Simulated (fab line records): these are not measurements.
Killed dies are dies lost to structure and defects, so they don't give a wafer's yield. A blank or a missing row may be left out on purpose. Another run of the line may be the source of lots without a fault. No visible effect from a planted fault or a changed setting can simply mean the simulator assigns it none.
Which tool did it? ; flow sky130 ; 12 lots, 36 wafers sampled, at 1 step of a route of 708

== WHAT EACH GAUGE READ, for each wafer ==
SKY_CAPM_THK_MEAS_01.
lot;measured;on;CAPM_CVD_00_THK (nm)
L075;day 37 10:52;film metro-01;15.29 15.19 15.29
L076;day 37 13:22;film metro-01;15.63 15.44 16.04
L079;day 39 08:35;film metro-01;15.55 15.35 15.35
L080;day 39 10:53;film metro-01;15.29 15.63 15.52
L084;day 39 17:44;film metro-03;15.16 15.29 15.73
L085;day 39 21:31;film metro-03;15.37 15.16 15.52
L087;day 40 08:03;film metro-04;15.49 15.83 15.52
L089;day 40 20:19;film metro-03;15.63 15.16 16.01
L091;day 41 15:04;film metro-04;15.45 15.66 15.57
L093;day 42 09:48;film metro-03;15.02 15.30 15.53
L095;day 42 22:06;film metro-04;15.79 15.43 15.71
L097;day 43 06:44;film metro-01;15.51 15.85 15.40

== WHICH TOOL RAN EACH LOT (tool, then ch and the chambers of the sampled wafers, then the start) ==
Before these readings, the record contains no process step.

== THE ANSWER, worked out from the rows above alone ==
Rule: the lots themselves supply what counts as usual. Put in order of their means at a reading, lots are off if they are a third of the lots or fewer, leave a main group of 4 or more, and stand apart from it by a gap of 3 or more times the standard deviation of the main group's means; of several such gaps the widest counts. A main group whose means are all the same, to the digits that the tables above print for the reading, isn't used. A lot without any number at a reading at which 4 lots or more have one is off too. All remaining lots with rows at the step are treated as sound.
No lot is off at any reading shown: from this, nothing can be told.

== WHAT WAS PUT IN BY THE SIMULATOR ==
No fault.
